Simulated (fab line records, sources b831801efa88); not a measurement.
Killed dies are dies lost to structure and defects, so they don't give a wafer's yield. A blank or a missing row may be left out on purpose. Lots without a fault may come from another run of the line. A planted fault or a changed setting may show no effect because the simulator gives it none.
Chamber matching | flow gf180mcu | GF_MIM_CVD_05 on pecvd-01: 3 sister chambers
The step deposits Si3N4, target thk 42 nm, time 29.086 s. 6 wafers are shown with their chamber, then 8 later ones without.

WAFERS WITH THEIR CHAMBER
wafer  | chamber | heater_power_w (W) | heater_power_outer_w (W)
L086.3 | 2       | 724                | 441
L086.4 | 2       | 750                | 437
L088.2 | 0       | 918                | 523
L088.5 | 1       | 666                | 423
L088.6 | 0       | 921                | 539
L089.3 | 1       | 610                | 383

WAFERS WITHOUT THEIR CHAMBER
wafer  | heater_power_w (W) | heater_power_outer_w (W)
L089.4 | 622                | 386
L089.6 | 711                | 411
L095.2 | 979                | 575
L095.4 | 971                | 558
L095.5 | 703                | 396
L097.3 | 703                | 405
L097.4 | 702                | 415
L097.5 | 684                | 429

WHICH CHAMBER EACH WENT THROUGH
wafer  | from the rows above     | in truth
L089.4 | 1                       | 1
L089.6 | can't be placed: 2 or 1 | 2
L095.2 | 0                       | 0
L095.4 | 0                       | 0
L095.5 | can't be placed: 1 or 2 | 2
L097.3 | can't be placed: 2 or 1 | 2
L097.4 | can't be placed: 2 or 1 | 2
L097.5 | can't be placed: 2 or 1 | 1
Placed correctly: 3 of 8. Can't be placed from these rows: 5 (the true chamber is among the candidates in 5). Placed wrongly: 0.
How it was worked out, from the rows above alone: a wafer's distance from a chamber is the root of the sum, over the readings, of the square of ((its reading less the chamber's mean) divided by the reading's scatter). The wafer belongs to the nearest chamber; if the next one is less than 2 further off, it can't be placed. A chamber's mean is the mean of its shown wafers. The scatter: the root of (the sum of the squares of (reading less its chamber's mean) over the shown wafers, divided by (wafers less chambers)).
